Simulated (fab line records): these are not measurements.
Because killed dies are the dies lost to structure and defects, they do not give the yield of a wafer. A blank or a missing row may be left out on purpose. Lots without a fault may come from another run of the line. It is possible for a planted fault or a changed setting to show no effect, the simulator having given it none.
fab line records	flow gf180mcu
record lots=14	wafers=42	last-day=34
route steps=602 shown STI@23 LVPWELL@58 CONTACT@313 M2@366
lots that met no fault: taken from a fault-free run of the same line
start-h: the number of hours between the record's first day and the start of the first shown wafer of the lot	wait-h: hours since the lot's step before	" repeats the value in the row above	L1.1+2: several wafers, shown together as one row	- no value, or no start given	* or withheld: withheld	< > ~ a bound
route shown NAME@n: names a module that has steps shown in the file, with the first one's number in the route	usual: mean/standard deviation taken from wafers without a fault	same: alike in all rows	chamber/n: place in a boat	sites: per-site readings	_std_site: standard deviation across them	_edge_site: mean of outer sites minus mean of inner sites	radius-mm: how far each site lies from the wafer's centre	mask NAME#n: copy n	behind: the last tool/chamber to shape the wafer	hold: why the lot was held/for how many hours/how that ended	device: the n, p or np transistor that did not switch	end of line: the tests these same wafers got at the end of their route	where a step has no rows: the recipe by itself	killed: not the wafer's yield, but the dies lost to structure and defects at the first sort	map: per-die view of a wafer (x killed, . not killed, _ where there is no die)
set.NAME: the setting that was run; set.NAME@STEP: the one run at that earlier step	model.NAME: the simulator's own value behind a step, which no gauge read
one table for each step of the route and one row for each wafer, over a sample of lots
services: when a tool's chamber went out of use (start-h, in hours from the record's first day, below 0 if earlier), for how many hours, and the reason
## steps
# step GF_STI_THK_MEAS_22
# recipe reads=SiO2_of_STI_OXIDATION_21
# usual STI_OXIDATION_01_THK=14.93/0.29
lot.wafer	tool	chamber	start-h	wait-h	STI_OXIDATION_01_THK[nm]
L694.3	film-metro-03	-	30.33	0.0	14.50
L694.5	"	-	"	"	14.40
L694.6	"	-	"	"	14.59
L695.2	film-metro-03	-	35.84	0.0	14.83
L695.5	"	-	"	"	14.71
L695.6	"	-	"	"	14.43
L696.2	film-metro-03	-	40.21	0.0	15.03
L696.3	"	-	"	"	14.97
L696.6	"	-	"	"	15.18
L698.2	film-metro-02	-	51.42	0.0	14.61
L698.3	"	-	"	"	14.65
L698.4	"	-	"	"	14.90
L699.1	film-metro-02	-	59.63	0.0	14.59
L699.2	"	-	"	"	14.60
L699.5	"	-	"	"	14.59
L700.1	film-metro-03	-	59.63	0.0	15.26
L700.3	"	-	"	"	15.12
L700.4	"	-	"	"	15.50
L701.1	film-metro-03	-	68.77	0.0	15.01
L701.2	"	-	"	"	14.80
L701.3	"	-	"	"	14.89
L702.1	film-metro-02	-	70.74	0.0	15.03
L702.4	"	-	"	"	15.16
L702.6	"	-	"	"	15.33
L704.1	film-metro-04	-	84.76	0.0	15.04
L704.3	"	-	"	"	15.19
L704.5	"	-	"	"	15.15
L709.1	film-metro-04	-	108.55	0.0	15.03
L709.3	"	-	"	"	15.00
L709.5	"	-	"	"	14.96
L711.3	film-metro-02	-	117.58	0.0	15.17
L711.4	"	-	"	"	15.22
L711.6	"	-	"	"	15.23
L714.2	film-metro-04	-	133.85	0.0	14.84
L714.3	"	-	"	"	14.83
L714.6	"	-	"	"	14.87
L715.1	film-metro-04	-	143.62	0.0	14.74
L715.3	"	-	"	"	14.61
L715.4	"	-	"	"	14.59
L716.1	film-metro-03	-	143.62	0.0	14.95
L716.2	"	-	"	"	14.64
L716.6	"	-	"	"	14.51
# step GF_LVPWELL_EXPOSE_04
# recipe mask-id=LVPWELL	target-cd-nm=600	na=0.6	source-shape=conventional	sigma-outer=0.6	dose-mj=260
lot.wafer	tool	chamber	start-h	wait-h	mask
L694.3+5+6	iline-stepper-01	0	68.37	-	LVPWELL#0
L695.2+5+6	iline-stepper-02	0	74.73	-	LVPWELL#0
L696.2+3+6	iline-stepper-01	0	75.47	-	LVPWELL#0
L698.2+3+4	iline-stepper-01	0	86.45	-	LVPWELL#0
L699.1+2+5	iline-stepper-02	0	102.71	-	LVPWELL#0
L700.1+3+4	iline-stepper-01	0	103.05	-	LVPWELL#0
L701.1+2+3	iline-stepper-01	0	107.53	-	LVPWELL#0
L702.1+4+6	iline-stepper-01	0	110.28	-	LVPWELL#0
L704.1+3+5	iline-stepper-02	0	122.60	-	LVPWELL#0
L709.1+3+5	iline-stepper-02	0	149.33	-	LVPWELL#0
L711.3+4+6	iline-stepper-02	0	157.85	-	LVPWELL#0
L714.2+3+6	iline-stepper-02	0	179.82	-	LVPWELL#0
L716.1+2+6	iline-stepper-02	0	187.34	-	LVPWELL#0
L715.1+3+4	iline-stepper-02	0	188.74	-	LVPWELL#0
# step GF_LVPWELL_OVL_MEAS_07
# usual LVPWELL_OVL=0.3/1.4
lot.wafer	tool	chamber	start-h	wait-h	LVPWELL_OVL[nm]
L694.3	overlay-01	-	74.80	-	-0.3
L694.5	"	-	"	"	-2.6
L694.6	"	-	"	"	-1.9
L695.2	overlay-02	-	81.20	-	0.1
L695.5	"	-	"	"	-0.9
L695.6	"	-	"	"	0.0
L696.2	overlay-02	-	82.33	-	-2.2
L696.3	"	-	"	"	-1.7
L696.6	"	-	"	"	-0.4
L698.2	overlay-01	-	93.24	-	-1.9
L698.3	"	-	"	"	-0.8
L698.4	"	-	"	"	-1.6
L699.1	overlay-01	-	110.19	-	-1.2
L699.2	"	-	"	"	-1.2
L699.5	"	-	"	"	-3.1
L700.1	overlay-01	-	110.28	-	0.9
L700.3	"	-	"	"	0.3
L700.4	"	-	"	"	1.7
L701.1	overlay-01	-	113.83	-	-148.7
L701.2	"	-	"	"	-149.6
L701.3	"	-	"	"	-149.6
L702.1	overlay-02	-	116.43	-	-150.4
L702.4	"	-	"	"	-150.8
L702.6	"	-	"	"	-149.2
L704.1	overlay-02	-	129.54	-	2.5
L704.3	"	-	"	"	2.4
L704.5	"	-	"	"	1.3
L709.1	overlay-01	-	156.98	-	1.1
L709.3	"	-	"	"	-0.2
L709.5	"	-	"	"	1.2
L711.3	overlay-01	-	165.65	-	-1.3
L711.4	"	-	"	"	-0.2
L711.6	"	-	"	"	-2.6
L714.2	overlay-01	-	187.59	-	0.4
L714.3	"	-	"	"	-0.2
L714.6	"	-	"	"	0.3
L716.1	overlay-02	-	195.88	-	-0.1
L716.2	"	-	"	"	-0.3
L716.6	"	-	"	"	0.3
L715.1	overlay-02	-	197.18	-	-3.3
L715.3	"	-	"	"	0.2
L715.4	"	-	"	"	-2.0
# step GF_CONTACT_THK_MEAS_26
# recipe thk-meas-gauge=xrf	reads=W_of_CONTACT_CVD_24
# usual CONTACT_W_THK=308/4.3
lot.wafer	tool	chamber	start-h	wait-h	CONTACT_W_THK[nm]
L694.3	film-metro-01	-	367.66	0.1	308
L694.5	"	-	"	"	306
L694.6	"	-	"	"	304
L695.2	film-metro-03	-	374.27	0.1	301
L695.5	"	-	"	"	295
L695.6	"	-	"	"	302
L696.2	film-metro-02	-	375.78	0.1	311
L696.3	"	-	"	"	315
L696.6	"	-	"	"	311
L698.2	film-metro-01	-	390.78	0.1	298
L698.3	"	-	"	"	304
L698.4	"	-	"	"	298
L700.1	film-metro-01	-	421.55	0.1	303
L700.3	"	-	"	"	307
L700.4	"	-	"	"	310
L699.1	film-metro-01	-	422.07	0.1	318
L699.2	"	-	"	"	314
L699.5	"	-	"	"	310
L701.1	film-metro-01	-	427.75	0.1	311
L701.2	"	-	"	"	311
L701.3	"	-	"	"	312
L702.1	film-metro-02	-	432.25	0.1	310
L702.4	"	-	"	"	312
L702.6	"	-	"	"	313
L704.1	film-metro-03	-	459.74	0.1	311
L704.3	"	-	"	"	307
L704.5	"	-	"	"	303
L709.1	film-metro-03	-	506.56	0.1	302
L709.3	"	-	"	"	308
L709.5	"	-	"	"	306
L711.3	film-metro-02	-	524.84	0.1	307
L711.4	"	-	"	"	304
L711.6	"	-	"	"	305
L714.2	film-metro-02	-	550.08	0.1	302
L714.3	"	-	"	"	307
L714.6	"	-	"	"	305
L716.1	film-metro-01	-	553.60	0.1	307
L716.2	"	-	"	"	303
L716.6	"	-	"	"	309
L715.1	film-metro-03	-	555.61	0.1	306
L715.3	"	-	"	"	301
L715.4	"	-	"	"	303
# step GF_M2_SPUTTER_04
# recipe material=TiN	target-thk-nm=50	power-w=6500	time-s=41.7	chamber-pressure-pa=0.4
# usual throttle-valve-pct=30.2/1.2
lot.wafer	tool	chamber	start-h	wait-h	throttle-valve-pct
L694.3	pvd-sputter-02	-	416.08	0.0	28.9
L694.5	"	-	"	"	28.8
L694.6	"	-	"	"	29.9
L695.2	pvd-sputter-03	-	423.85	0.0	32.0
L695.5	"	-	"	"	32.1
L695.6	"	-	"	"	31.7
L696.2	pvd-sputter-01	-	426.32	0.0	29.8
L696.3	"	-	"	"	29.2
L696.6	"	-	"	"	29.3
L698.2	pvd-sputter-01	-	440.83	0.0	29.6
L698.3	"	-	"	"	29.6
L698.4	"	-	"	"	30.4
L700.1	pvd-sputter-03	-	474.57	0.0	32.4
L700.3	"	-	"	"	31.6
L700.4	"	-	"	"	32.1
L699.1	pvd-sputter-01	-	476.34	0.0	29.9
L699.2	"	-	"	"	29.4
L699.5	"	-	"	"	29.4
L701.1	pvd-sputter-02	-	480.12	0.0	30.2
L701.2	"	-	"	"	28.7
L701.3	"	-	"	"	29.0
L702.1	pvd-sputter-03	-	485.01	0.0	31.4
L702.4	"	-	"	"	32.1
L702.6	"	-	"	"	31.6
L704.1	pvd-sputter-02	-	511.32	0.0	30.5
L704.3	"	-	"	"	28.5
L704.5	"	-	"	"	28.7
L709.1	pvd-sputter-02	-	556.45	0.0	28.8
L709.3	"	-	"	"	30.1
L709.5	"	-	"	"	30.4
L711.3	pvd-sputter-02	-	573.57	0.0	30.1
L711.4	"	-	"	"	30.5
L711.6	"	-	"	"	30.2
L714.2	pvd-sputter-01	-	596.82	0.0	29.6
L714.3	"	-	"	"	29.3
L714.6	"	-	"	"	29.3
L716.1	pvd-sputter-03	-	600.92	0.0	32.1
L716.2	"	-	"	"	28.9
L716.6	"	-	"	"	31.9
L715.1	pvd-sputter-01	-	602.64	0.0	29.6
L715.3	"	-	"	"	30.6
L715.4	"	-	"	"	29.9
## services
tool	chamber	start-h	hours	kind
iline-stepper-01	-	48.42	1.1	repair
iline-stepper-02	-	93.16	2.3	repair
iline-stepper-02	0	114.14	-	calibration
iline-stepper-01	-	122.16	1.7	pm
iline-stepper-01	-	131.21	6.5	repair
iline-stepper-01	-	179.58	2.5	repair
iline-stepper-02	-	199.08	2.1	pm
pvd-sputter-02	-	200.27	5.3	repair
iline-stepper-02	-	201.16	-	consumable-replace:lamp
pvd-sputter-02	-	218.52	0.7	repair
iline-stepper-02	-	231.90	1.7	pm
iline-stepper-01	-	240.60	0.6	repair
iline-stepper-01	-	265.00	5.2	repair
pvd-sputter-03	-	285.60	2.8	repair
iline-stepper-01	-	303.93	4.4	pm
iline-stepper-02	0	330.21	-	calibration
iline-stepper-01	-	340.40	1.7	pm
pvd-sputter-03	-	361.12	0.8	repair
iline-stepper-02	-	450.01	1.7	pm
pvd-sputter-02	-	546.47	0.5	repair
iline-stepper-01	-	558.52	1.7	pm
pvd-sputter-02	-	559.22	5.7	repair
pvd-sputter-02	-	579.01	2.2	repair
pvd-sputter-01	-	584.12	4.6	repair
## key
first-sign step=GF_LVPWELL_OVL_MEAS_07	reading=LVPWELL_OVL	direction=down	sigmas=99+	usual=0.3	struck=-149.7
effect none on later readings
met-at GF_LVPWELL_EXPOSE_04
struck-lots L701,L702
tester-left-out L701,L702
not-acting-at GF_STI_THK_MEAS_22,GF_CONTACT_THK_MEAS_26,GF_M2_SPUTTER_04
onset-between 103.05 107.53
fault kind=scanner-matching-overlay	tool=iline-stepper-01	chamber=-	onset-h=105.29	steps=GF_LVPWELL_EXPOSE_04	offset=-150.71
# tester-left-out: of these lots the tester's yield and bins aren't shown, on N5 and GAA mostly nor the transistor test; their killed dies are dies lost to structure and defects alone, not to doping, threshold or leakage, so they don't give the yield
